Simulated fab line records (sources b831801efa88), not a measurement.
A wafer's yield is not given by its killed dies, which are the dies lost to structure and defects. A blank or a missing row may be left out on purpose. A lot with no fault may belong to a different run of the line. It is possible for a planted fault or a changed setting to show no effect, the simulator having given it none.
fab line records	flow sfq_line
[record] lots = 15	wafers = 45	last_day = 80
route steps=325 shown M0@29 M3@119 I5@238 I6@268
lots untouched by any fault: they come from a run of this same line in which no faults occurred
start_h: hours from the record's opening day to when the first of the lot's shown wafers began	wait_h: hours elapsed since this lot's preceding step	" identical to the entry in the row above	L1.1+2: one row covering several wafers at once	- value missing, or start not given	* or withheld: withheld	< > ~ a bound
route shown NAME@n: names a module that has steps shown in the file, with the first one's number in the route	usual: mean/standard deviation of fault-free wafers	same: alike in all rows	chamber/n: place in a boat	sites: readings site by site	_std_site: the standard deviation of these	_edge_site: the outer-site mean with the inner-site mean subtracted	radius_mm: how far each site lies from the wafer's centre	mask NAME#n: copy n	behind: the most recent tool/chamber to have shaped the wafer	hold: why the lot went on hold/how many hours it stayed there/how the hold came to an end	device: whichever transistor did not switch (one of n, p or np)	end of line: the tests these same wafers got at the end of their route	a step without rows: its recipe alone	killed: at the first sort, the dies lost to defects and structure; wafer yield is something else	map: dies across one wafer; x = killed, . = not, _ = none there
set.NAME: the setting as run; set.NAME@STEP: as run at that earlier step	model.NAME: the simulator's own value behind a step, which no gauge read
steps of the route over a sample of lots; a table a step, a row a wafer
services: from which hour (start_h, from the record's first day; less than 0 if before it) a tool's chamber was out of use, for how many hours, and why
[[steps]]
[step SFQ_TRILAYER_M0_DEP_SPUTTER_019]
[recipe] material = Nb	base_pressure_pa = 1.33e-06	chamber_pressure_pa = 0.1333	substrate_temp_c = 20	resputter_cathode_voltage_v = 400	target_thk_nm = 200	power_w = 2000	time_s = 133.3
[usual] chamber_pressure_pa = 0.13336/0.00025	substrate_temp_c = 20.01/0.1	throttle_valve_pct = 29.9/0.92
lot.wafer	tool	chamber	start_h	wait_h	chamber_pressure_pa	substrate_temp_c	throttle_valve_pct
L607.1	pvd_sputter-04	-	170.50	0.0	0.13354	20.00	30.5
L607.4	"	-	"	"	0.1334	20.00	30.9
L607.6	"	-	"	"	0.1332	20.18	30.8
L611.2	pvd_sputter-05	-	208.06	0.0	0.13338	20.04	29.0
L611.4	"	-	"	"	0.13368	20.04	29.3
L611.6	"	-	"	"	0.13334	20.08	29.2
L612.2	pvd_sputter-04	-	217.66	0.0	0.13328	20.02	31.0
L612.4	"	-	"	"	0.13339	19.95	32.2
L612.6	"	-	"	"	0.13371	19.98	30.7
L613.1	pvd_sputter-03	-	227.29	0.0	0.13328	19.87	30.5
L613.4	"	-	"	"	0.1336	20.00	29.6
L613.5	"	-	"	"	0.13337	20.36	29.2
L614.2	pvd_sputter-04	-	232.07	0.0	0.13358	20.07	31.0
L614.4	"	-	"	"	0.13384	19.82	29.3
L614.5	"	-	"	"	0.13326	19.98	30.9
L616.1	pvd_sputter-04	-	245.44	0.0	0.13343	20.06	32.2
L616.2	"	-	"	"	0.13361	19.98	29.1
L616.4	"	-	"	"	0.13257	20.12	30.9
L620.2	pvd_sputter-03	-	269.27	0.0	0.13362	20.05	30.2
L620.3	"	-	"	"	0.13371	19.79	29.6
L620.6	"	-	"	"	0.1331	20.05	30.6
L621.3	pvd_sputter-03	-	277.67	0.0	0.13314	20.01	29.4
L621.4	"	-	"	"	0.1334	20.20	29.1
L621.5	"	-	"	"	0.13314	19.94	30.5
L622.2	pvd_sputter-03	-	282.96	0.0	0.13341	20.24	29.4
L622.3	"	-	"	"	0.13314	19.93	30.6
L622.6	"	-	"	"	0.133	19.89	30.5
L623.1	pvd_sputter-05	-	284.16	0.0	0.13331	20.05	28.9
L623.2	"	-	"	"	0.13335	20.09	29.6
L623.5	"	-	"	"	0.13347	20.08	29.7
L624.1	pvd_sputter-05	-	294.06	0.0	0.13347	19.94	29.3
L624.3	"	-	"	"	0.13354	20.02	29.8
L624.5	"	-	"	"	0.13355	19.87	28.9
L625.1	pvd_sputter-05	-	304.57	0.0	0.13314	20.09	29.3
L625.2	"	-	"	"	0.1336	20.04	28.7
L625.6	"	-	"	"	0.13309	20.03	29.0
L626.2	pvd_sputter-03	-	327.75	0.0	0.13309	19.82	29.3
L626.5	"	-	"	"	0.13288	20.01	29.7
L626.6	"	-	"	"	0.13318	20.07	29.1
L627.2	pvd_sputter-05	-	337.47	0.0	0.13357	20.20	28.8
L627.4	"	-	"	"	0.13309	20.06	29.5
L627.6	"	-	"	"	0.13283	20.05	29.2
L629.3	pvd_sputter-04	-	351.87	0.0	0.13356	19.90	30.8
L629.4	"	-	"	"	0.13336	19.98	31.9
L629.6	"	-	"	"	0.13296	19.99	30.9
[step SFQ_M0_RS_MEAS_904]
[recipe] thk_meas_gauge = four-point-probe	reads = Nb_of_TRILAYER_M0_DEP_SPUTTER_019
[usual] M0_NB_RS = 0.885/0.0092
lot.wafer	tool	chamber	start_h	wait_h	M0_NB_RS[ohm/sq]
L607.1	film_metro-01	-	170.59	0.0	0.895
L607.4	"	-	"	"	0.891
L607.6	"	-	"	"	0.880
L611.2	film_metro-03	-	208.17	0.1	0.883
L611.4	"	-	"	"	0.892
L611.6	"	-	"	"	0.886
L612.2	film_metro-03	-	217.77	0.1	1.062
L612.4	"	-	"	"	0.887
L612.6	"	-	"	"	1.062
L613.1	film_metro-03	-	227.38	0.0	0.885
L613.4	"	-	"	"	0.885
L613.5	"	-	"	"	0.875
L614.2	film_metro-03	-	232.18	0.1	1.058
L614.4	"	-	"	"	0.888
L614.5	"	-	"	"	0.902
L616.1	film_metro-03	-	245.53	0.0	1.047
L616.2	"	-	"	"	1.071
L616.4	"	-	"	"	0.884
L620.2	film_metro-03	-	269.38	0.1	0.889
L620.3	"	-	"	"	0.884
L620.6	"	-	"	"	0.882
L621.3	film_metro-04	-	277.80	0.1	0.883
L621.4	"	-	"	"	0.874
L621.5	"	-	"	"	0.887
L622.2	film_metro-04	-	283.07	0.1	0.882
L622.3	"	-	"	"	0.873
L622.6	"	-	"	"	0.874
L623.1	film_metro-03	-	284.25	0.0	0.882
L623.2	"	-	"	"	0.885
L623.5	"	-	"	"	0.891
L624.1	film_metro-04	-	294.15	0.0	0.889
L624.3	"	-	"	"	0.892
L624.5	"	-	"	"	0.887
L625.1	film_metro-04	-	304.66	0.0	0.899
L625.2	"	-	"	"	0.896
L625.6	"	-	"	"	0.896
L626.2	film_metro-04	-	327.86	0.1	0.884
L626.5	"	-	"	"	0.885
L626.6	"	-	"	"	0.885
L627.2	film_metro-03	-	337.58	0.1	0.892
L627.4	"	-	"	"	0.897
L627.6	"	-	"	"	0.882
L629.3	film_metro-01	-	352.00	0.1	0.862
L629.4	"	-	"	"	0.870
L629.6	"	-	"	"	0.875
[step SFQ_TRILAYER_M0_ETCH_METAL_ETCH_024]
[recipe] target = Nb	stop_on = SiO2	mask_material = PR	chemistry = Cl2/Ar	target_depth_nm = 240	icp_w = 600	bias_w = 80	pressure_mtorr = 10	time_s = 120
[usual] drypump_motor_current_A = 5.7/0.62	oes_product_au = 0.896/0.0072
lot.wafer	tool	chamber	start_h	wait_h	drypump_motor_current_A	oes_product_au	rf_hours_counter_h
L607.1	rie_metal-03	1	278.05	0.0	6.1	0.895	51
L607.4	"	1	"	"	6.1	0.885	-
L607.6	"	0	"	"	5.5	0.892	-
L611.2	rie_metal-02	0	331.85	0.0	6.5	0.893	77
L611.4	"	0	"	"	6.6	0.894	-
L611.6	"	0	"	"	6.5	0.894	-
L612.2	rie_metal-04	0	339.05	0.0	5.7	0.813	159
L612.4	"	1	"	"	4.7	0.893	-
L612.6	"	1	"	"	4.7	0.811	-
L613.1	rie_metal-02	1	348.65	0.0	6.3	0.897	131
L613.4	"	0	"	"	6.6	0.889	-
L613.5	"	1	"	"	6.3	0.896	-
L614.2	rie_metal-03	1	355.85	0.0	6.1	0.811	65
L614.4	"	0	"	"	5.5	0.898	-
L614.5	"	0	"	"	5.5	0.887	-
L616.1	rie_metal-02	1	367.85	0.0	6.3	0.827	133
L616.2	"	0	"	"	6.6	0.812	82
L616.4	"	1	"	"	6.3	0.891	-
L620.2	rie_metal-04	1	402.02	0.0	4.7	0.893	140
L620.3	"	1	"	"	4.8	0.906	-
L620.6	"	1	"	"	4.8	0.898	-
L621.3	rie_metal-02	0	408.06	0.1	6.5	0.898	-
L621.4	"	1	"	"	6.3	0.906	-
L621.5	"	0	"	"	6.5	0.892	-
L622.2	rie_metal-03	0	414.02	0.0	5.5	0.898	11
L622.3	"	1	"	"	6.1	0.903	-
L622.6	"	0	"	"	5.5	0.905	-
L623.1	rie_metal-04	1	415.22	0.0	4.7	0.896	141
L623.2	"	0	"	"	5.6	0.902	169
L623.5	"	0	"	"	5.7	0.900	-
L624.1	rie_metal-04	1	428.54	0.0	4.8	0.896	143
L624.3	"	1	"	"	4.8	0.889	-
L624.5	"	0	"	"	5.7	0.902	-
L625.1	rie_metal-03	1	438.14	0.0	6.1	0.887	73
L625.2	"	0	"	"	5.5	0.896	14
L625.6	"	0	"	"	5.5	0.899	-
L626.2	rie_metal-03	0	471.64	0.1	5.5	0.891	-
L626.5	"	0	"	"	5.5	0.898	-
L626.6	"	0	"	"	5.5	0.896	-
L627.2	rie_metal-02	1	483.92	0.0	6.3	0.896	147
L627.4	"	0	"	"	6.5	0.895	-
L627.6	"	1	"	"	6.3	0.884	-
L629.3	rie_metal-02	1	501.96	0.1	6.3	0.908	-
L629.4	"	0	"	"	6.5	0.907	-
L629.6	"	0	"	"	6.5	0.898	-
[step SFQ_TRILAYER_M3_DEP_SPUTTER_073]
[recipe] material = Nb	base_pressure_pa = 1.33e-06	chamber_pressure_pa = 0.1333	substrate_temp_c = 20	resputter_cathode_voltage_v = 400	target_thk_nm = 200	power_w = 2000	time_s = 133.3
[usual] chamber_pressure_pa = 0.13329/0.00024	substrate_temp_c = 19.99/0.11	throttle_valve_pct = 29.9/1.1
lot.wafer	tool	chamber	start_h	wait_h	chamber_pressure_pa	substrate_temp_c	throttle_valve_pct
L607.1	pvd_sputter-04	-	767.25	0.0	0.13318	20.00	32.3
L607.4	"	-	"	"	0.13306	19.82	30.7
L607.6	"	-	"	"	0.13348	19.96	32.0
L611.2	pvd_sputter-04	-	829.68	0.0	0.13383	19.90	28.9
L611.4	"	-	"	"	0.13303	19.93	31.2
L611.6	"	-	"	"	0.13341	20.01	28.9
L612.2	pvd_sputter-05	-	832.08	0.0	0.1334	19.81	29.7
L612.4	"	-	"	"	0.13341	19.98	28.9
L612.6	"	-	"	"	0.13323	19.78	29.4
L613.1	pvd_sputter-06	-	840.49	0.0	0.13328	20.03	30.8
L613.4	"	-	"	"	0.13309	20.12	28.6
L613.5	"	-	"	"	0.13349	20.15	29.4
L614.2	pvd_sputter-05	-	856.45	0.0	0.13324	20.27	29.5
L614.4	"	-	"	"	0.13283	19.86	28.6
L614.5	"	-	"	"	0.13375	20.03	29.1
L616.1	pvd_sputter-04	-	1008.55	0.0	0.13305	19.88	31.1
L616.2	"	-	"	"	0.13331	20.05	30.7
L616.4	"	-	"	"	0.13334	20.01	29.1
L620.2	pvd_sputter-04	-	1050.40	0.0	0.13331	20.04	29.1
L620.3	"	-	"	"	0.13324	20.04	30.7
L620.6	"	-	"	"	0.13333	20.02	30.8
L621.3	pvd_sputter-06	-	1069.60	0.0	0.13363	19.85	30.9
L621.4	"	-	"	"	0.13362	19.91	28.6
L621.5	"	-	"	"	0.13365	19.91	28.7
L622.2	pvd_sputter-04	-	1070.80	0.0	0.13314	20.15	32.3
L622.3	"	-	"	"	0.13344	20.05	30.8
L622.6	"	-	"	"	0.13339	19.86	30.9
L623.1	pvd_sputter-05	-	1073.21	0.0	0.13349	20.20	29.2
L623.2	"	-	"	"	0.13347	19.75	29.3
L623.5	"	-	"	"	0.13355	20.17	29.4
L624.1	pvd_sputter-05	-	1078.01	0.0	0.13358	19.96	29.5
L624.3	"	-	"	"	0.13343	20.06	29.2
L624.5	"	-	"	"	0.13331	19.99	29.2
L625.1	pvd_sputter-04	-	1084.00	0.0	0.13329	19.98	30.8
L625.2	"	-	"	"	0.13316	19.86	32.0
L625.6	"	-	"	"	0.13346	19.91	30.9
L626.2	pvd_sputter-04	-	1104.40	0.0	0.13323	19.73	31.9
L626.5	"	-	"	"	0.13323	19.97	28.9
L626.6	"	-	"	"	0.13318	19.92	32.0
L627.2	pvd_sputter-06	-	1109.20	0.0	0.13311	20.02	29.6
L627.4	"	-	"	"	0.13363	20.10	28.7
L627.6	"	-	"	"	0.13318	20.19	29.1
L629.3	pvd_sputter-04	-	1138.15	0.0	0.13304	19.99	31.9
L629.4	"	-	"	"	0.13344	19.99	29.0
L629.6	"	-	"	"	0.13349	20.05	32.0
[step SFQ_TRILAYER_I5_STRIP_STRIP_148]
[recipe] gas = O2	power_w = 200	platen_temp_c = 40	overash_fraction = 0.65	chemistry = O2	pressure_mtorr = 50
[usual] drypump_motor_current_A = 6.0/0.44	oes_product_au = 1.000/0.0098
[same] overash_fraction = 0.65
lot.wafer	tool	chamber	start_h	wait_h	drypump_motor_current_A	oes_product_au	rf_hours_counter_h
L607.1	rie_metal-03	0	1383.73	-	5.5	1.008	17
L607.4	"	1	"	"	6.1	0.990	-
L607.6	"	0	"	"	5.5	0.999	-
L611.2	rie_metal-03	0	1452.23	-	5.5	0.995	31
L611.4	"	1	"	"	6.1	0.995	-
L611.6	"	1	"	"	6.1	0.984	-
L612.2	rie_metal-01	1	1453.43	-	6.3	0.996	101
L612.4	"	0	"	"	5.3	0.996	-
L612.6	"	0	"	"	5.3	1.004	-
L613.1	rie_metal-02	1	1454.63	-	6.3	1.010	134
L613.4	"	0	"	"	6.5	0.999	-
L613.5	"	1	"	"	6.3	1.010	-
L614.2	rie_metal-03	0	1455.83	-	5.5	0.996	31
L614.4	"	1	"	"	6.1	0.988	-
L614.5	"	0	"	"	5.5	1.005	-
L616.1	rie_metal-03	1	1458.23	-	6.1	0.990	94
L616.2	"	0	"	"	5.5	1.013	32
L616.4	"	1	"	"	6.1	0.987	-
L620.2	rie_metal-03	1	1605.54	-	6.1	1.011	111
L620.3	"	1	"	"	6.2	0.994	-
L620.6	"	1	"	"	6.2	0.997	-
L621.3	rie_metal-01	1	1608.14	-	6.3	0.997	-
L621.4	"	0	"	"	5.3	1.004	-
L621.5	"	1	"	"	6.3	0.998	-
L622.2	rie_metal-01	1	1610.34	-	6.3	1.010	120
L622.3	"	0	"	"	5.3	1.010	-
L622.6	"	1	"	"	6.3	1.012	-
L623.1	rie_metal-02	0	1612.91	-	6.5	1.005	118
L623.2	"	1	"	"	6.3	0.984	10
L623.5	"	1	"	"	6.3	0.982	-
L624.1	rie_metal-02	1	1618.91	-	6.3	0.991	11
L624.3	"	1	"	"	6.3	0.999	-
L624.5	"	1	"	"	6.3	0.989	-
L625.1	rie_metal-01	1	1620.11	-	6.3	1.011	122
L625.2	"	0	"	"	5.3	1.016	135
L625.6	"	1	"	"	6.3	1.009	-
L626.2	rie_metal-02	1	1622.51	-	6.3	0.992	12
L626.5	"	0	"	"	6.6	1.010	-
L626.6	"	1	"	"	6.3	0.992	-
L627.2	rie_metal-03	0	1623.71	-	5.5	0.999	51
L627.4	"	1	"	"	6.1	0.977	-
L627.6	"	1	"	"	6.1	0.993	-
L629.3	rie_metal-03	1	1633.70	-	6.1	1.010	-
L629.4	"	0	"	"	5.5	0.993	-
L629.6	"	0	"	"	5.5	1.000	-
[step SFQ_I6_BOW_MEAS_941]
[recipe] mode = bow
[usual] I6_BOW = 10/11
lot.wafer	tool	chamber	start_h	wait_h	I6_BOW[um]
L607.1	film_metro-02	-	1486.89	2.0	2
L607.4	"	-	"	"	-2
L607.6	"	-	"	"	-2
L611.2	film_metro-01	-	1703.45	1.0	8
L611.4	"	-	"	"	16
L611.6	"	-	"	"	13
L612.2	film_metro-04	-	1704.69	2.5	6
L612.4	"	-	"	"	10
L612.6	"	-	"	"	14
L613.1	film_metro-02	-	1706.43	1.0	25
L613.4	"	-	"	"	26
L613.5	"	-	"	"	23
L614.2	film_metro-04	-	1707.69	1.0	9
L614.4	"	-	"	"	13
L614.5	"	-	"	"	16
L616.1	film_metro-01	-	1710.75	2.6	-7
L616.2	"	-	"	"	-20
L616.4	"	-	"	"	-26
L620.2	film_metro-04	-	1743.33	1.6	1
L620.3	"	-	"	"	-3
L620.6	"	-	"	"	-2
L621.3	film_metro-04	-	1746.58	2.7	5
L621.4	"	-	"	"	17
L621.5	"	-	"	"	11
L622.2	film_metro-01	-	1749.56	1.5	20
L622.3	"	-	"	"	-2
L622.6	"	-	"	"	18
L623.1	film_metro-04	-	1756.23	1.5	1
L623.2	"	-	"	"	0
L623.5	"	-	"	"	11
L624.1	film_metro-01	-	1759.23	1.5	25
L624.3	"	-	"	"	21
L624.5	"	-	"	"	9
L625.1	film_metro-02	-	1762.23	2.5	10
L625.2	"	-	"	"	16
L625.6	"	-	"	"	23
L626.2	film_metro-02	-	1765.25	2.0	12
L626.5	"	-	"	"	26
L626.6	"	-	"	"	9
L627.2	film_metro-01	-	1767.56	2.0	9
L627.4	"	-	"	"	22
L627.6	"	-	"	"	2
L629.3	film_metro-01	-	1774.27	1.5	-13
L629.4	"	-	"	"	-18
L629.6	"	-	"	"	-6
[[services]]
tool	chamber	start_h	hours	kind
rie_metal-02	-	211.55	14.6	pm
rie_metal-03	-	217.16	1.4	pm
pvd_sputter-04	-	221.30	9.7	repair
rie_metal-02	-	396.56	2.8	pm
rie_metal-03	1	468.06	10.1	repair
rie_metal-03	-	478.28	2.8	pm
rie_metal-02	0	506.13	10.4	repair
pvd_sputter-04	-	584.05	3.1	repair
pvd_sputter-04	-	620.23	0.7	repair
pvd_sputter-04	-	653.10	3.1	repair
pvd_sputter-04	-	706.63	3.9	repair
pvd_sputter-04	-	880.58	3.3	repair
rie_metal-03	0	930.73	23.5	repair
rie_metal-03	-	974.51	4.3	pm
rie_metal-03	-	1049.73	14.6	pm
rie_metal-03	-	1070.94	0.4	repair
pvd_sputter-04	-	1117.00	1.1	repair
rie_metal-03	1	1194.05	3.8	repair
pvd_sputter-04	-	1383.72	5.4	repair
pvd_sputter-04	-	1465.81	0.7	repair
rie_metal-03	-	1524.39	0.7	repair
pvd_sputter-04	-	1568.19	1.5	repair
rie_metal-03	-	1578.28	2.8	pm
pvd_sputter-04	-	1593.58	2.0	repair
[[key]]
[first_sign] step = SFQ_M0_RS_MEAS_904	reading = M0_NB_RS	direction = up	sigmas = 19	usual = 0.885	struck = 1.060
[effect] step = SFQ_TRILAYER_M0_ETCH_METAL_ETCH_024	reading = oes_product_au	direction = down	sigmas = 11	usual = 0.896	struck = 0.815
met_at SFQ_TRILAYER_M0_DEP_SPUTTER_019
struck_lots L612,L614,L616
struck_wafers L612.2,L612.6,L614.2,L616.1,L616.2
not_acting_at SFQ_TRILAYER_M3_DEP_SPUTTER_073,SFQ_TRILAYER_I5_STRIP_STRIP_148,SFQ_I6_BOW_MEAS_941
onset_between 170.50 217.66
[fault] kind = process_parameter_drift	tool = pvd_sputter-04	chamber = -	onset_h = 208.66	steps = SFQ_TRILAYER_M0_DEP_SPUTTER_019	channel = time_s	offset = *	shape = step	end_h = 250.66	scope = struck_wafers_only	acts_in = *	stated = *
